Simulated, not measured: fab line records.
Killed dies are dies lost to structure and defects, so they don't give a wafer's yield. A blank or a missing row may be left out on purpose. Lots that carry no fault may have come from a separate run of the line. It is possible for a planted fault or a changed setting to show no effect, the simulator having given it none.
Code-filled problem report in 8D (eight disciplines) form :: flow gf180mcu :: the parts of the form that need people (team, actions taken, sign-off) are left out

## 1. WHAT WENT WRONG
bias w at GF_M4_METAL_ETCH_16 reads a mean of 151.8 W on 6 wafers of 2 lots; wafers without a fault read 140.0 W with a standard deviation of 0.43. That puts it +28 standard deviations away from the usual mean.
The step: etches the open film in Cl2/BCl3, stops on SiO2, target depth 627.5 nm, time 104.6 s.
First seen on wafer L682.2, day 24 11:47, on rie metal-03. The record has a number at this step for 18 wafers belonging to 6 lots. The rule behind "out" and "out of limits": a value lying over 4 standard deviations away from the usual mean. Any other wafer with a number is counted as sound.

## 2. WHAT THIS IS AND IS NOT
question: which readings at this step
is: bias w
is not: drypump motor current A, he backside leak sccm, oes product au, throttle valve pct

question: which lots
is: L682, L684
is not: L681, L686, L697, L701

question: which wafers of those lots
is: all that have a number
is not: -

question: read on which tools
is: rie metal-03
is not: rie metal-01, rie metal-02

question: when
is: from day 24 11:47
is not: up to then (3 sound wafers); but 9 sound wafers of L686, L697, L701 came after

## 3. WHAT RULES OUT EACH SUSPECT
Counting: a tool stays on the suspect list if, at a process step up to the reading, it processed all lots that are out and no sound lot following the first of them.
- rie metal-03 at GF_M4_METAL_ETCH_16 (etches the open film in Cl2/BCl3, stops on SiO2, target depth 627.5 nm, time 104.6 s): kept. All lots that are out passed through it, beginning with L682 at day 24 11:47, and no sound lot followed; its final sound lot before that point was L681 at day 23 17:51. Out on those wafers are its own readings of bias w.
Remaining after the count: rie metal-03 at GF_M4_METAL_ETCH_16.

## 4. THE CAUSE (what the simulator had put in)
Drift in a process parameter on rie metal-03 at GF_M4_METAL_ETCH_16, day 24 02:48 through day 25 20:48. A move of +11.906 in setting bias w, from 140. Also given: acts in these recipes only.
Only this tool survived the counting.

## 5. THE EFFECT CHAIN, in route order
Each row: a reading where the mean over the struck wafers with a number is more than 3 standard deviations away from the usual. Readings are gone through only where the record gives a usual standard deviation; hours: the median, over the lots, of the time from a lot's start at the first step in this table giving one to that lot's start at this step; sigmas: the change measured in usual standard deviations.
hours: 0
step: GF_M4_METAL_ETCH_16
reading: bias w
usual: 140.0 W
on struck wafers: 151.8
change: +11.8
sigmas: +28
Process steps it contains:
- GF_M4_METAL_ETCH_16: etches the open film in Cl2/BCl3, stops on SiO2, target depth 627.5 nm, time 104.6 s.

## 6. HOW IT WOULD HAVE BEEN CAUGHT EARLIER
9 hours passed between the start of the fault at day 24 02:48 and the first reading out of limits in this record, taken at day 24 11:47.
